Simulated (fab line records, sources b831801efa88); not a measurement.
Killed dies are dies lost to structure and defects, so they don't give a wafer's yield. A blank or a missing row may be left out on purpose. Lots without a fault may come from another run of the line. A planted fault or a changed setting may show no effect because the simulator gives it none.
A struck lot beside a sound one | flow sfq_line | 14 steps out of a route of 325
Sound: wafers L556.1, L556.2, L556.3. Struck: wafers L551.3, L551.5. (L551.1 of the same lot was not struck and is left out.) The cause comes at the end.
At each step with rows: each side's tool, then ch and its chambers, then its first start. Under that, the readings that differ: sound wafers | struck wafers | difference of the means | sigmas: that difference in standard deviations of wafers without a fault.
alike: readings whose means differ by less than 2 such deviations, and words and numbers that are the same on both sides. not compared: withheld readings, readings that some wafer has no value for, bounds like >300 that may hide the same value, and numbers for which the record gives no deviation and whose values overlap.
The two part at a step that has a row with sigmas, a row that says differs or no value, or rows on one side only. Numbers that don't overlap but have no deviation are shown without sigmas and don't part them. A reading that every wafer of one side lacks parts them only if that side has two wafers or more.

SFQ_INCOMING_BOW_MEAS_900:
  sound on film_metro-01, day 3 17:00; struck on film_metro-01, day 2 16:49
  alike: INCOMING_BOW
then, 1 step without rows for these wafers: SFQ_TRILAYER_INCOMING_OXIDATION_002 (target thk 500 nm, ox time 4939 s).
SFQ_TRILAYER_L0_DEP_SPUTTER_003: material MoNx KI, target thk 40 nm, time 100 s.
  sound on pvd_sputter-06, day 3 19:29; struck on pvd_sputter-06, day 2 19:18
  alike: throttle_valve_pct
SFQ_L0_RS_MEAS_901: measures by four-point-probe.
  sound on film_metro-02, day 3 19:34; struck on film_metro-01, day 2 19:23
  alike: L0_MONX_KI_RS
SFQ_L0_THK_MEAS_902: measures by xrf.
  sound on film_metro-02, day 3 19:41; struck on film_metro-01, day 2 19:30
  reading             | sound          | struck    | difference | sigmas
  L0_MONX_KI_THK (nm) | 40.3 40.2 39.6 | 38.5 39.0 | -1.3       | -3
then, 6 steps without rows for these wafers: SFQ_TRILAYER_L0_LITHO_COAT_010 (resist thk 62 nm); SFQ_TRILAYER_L0_LITHO_COAT_005 (resist thk 600 nm); SFQ_TRILAYER_L0_LITHO_SOFTBAKE_009; SFQ_TRILAYER_L0_LITHO_EXPOSE_006 (exposes mask L0, target cd 2000 nm); SFQ_TRILAYER_L0_LITHO_PEB_008 (peb time 60 s); SFQ_TRILAYER_L0_LITHO_DEVELOP_007 (time 60 s).
-- the record jumps here: 3 days lie between the struck wafers' starts before and after --
SFQ_TRILAYER_L0_BARC_OPEN_METAL_ETCH_010: etches BARC in O2, target depth 125 nm, time 41.7 s.
  sound on rie_metal-04 ch 0,1, day 7 04:43; struck on rie_metal-01 ch 0, day 5 23:48
  alike: drypump_motor_current_A, oes_product_au
  not compared: rf_hours_counter_h
SFQ_TRILAYER_L0_ETCH_METAL_ETCH_008: etches MoNx KI in SF6/O2, stops on SiO2, target depth 50 nm, time 25 s.
  sound on rie_metal-04 ch 0,1, day 7 04:47; struck on rie_metal-01 ch 0, day 5 23:52
  reading                                             | sound             | struck      | difference | sigmas
  model.KrF_of_TRILAYER_L0_LITHO_COAT_005.thk_nm (nm) | 480.8 480.8 479.9 | 487.5 487.1 | +6.8       |
  alike: drypump_motor_current_A, oes_product_au
  not compared: rf_hours_counter_h
SFQ_TRILAYER_L0_STRIP_STRIP_009: strips in O2.
  sound on rie_metal-04 ch 0,1, day 7 04:50; struck on rie_metal-01 ch 0, day 5 23:54
  alike: drypump_motor_current_A, oes_product_au
  not compared: rf_hours_counter_h

WHERE THEY PART
Only at SFQ_L0_THK_MEAS_902, within this record. Later steps at which nothing parts them and some readings are alike: SFQ_TRILAYER_L0_BARC_OPEN_METAL_ETCH_010, SFQ_TRILAYER_L0_ETCH_METAL_ETCH_008, SFQ_TRILAYER_L0_STRIP_STRIP_009.

WHY: what the simulator had put in
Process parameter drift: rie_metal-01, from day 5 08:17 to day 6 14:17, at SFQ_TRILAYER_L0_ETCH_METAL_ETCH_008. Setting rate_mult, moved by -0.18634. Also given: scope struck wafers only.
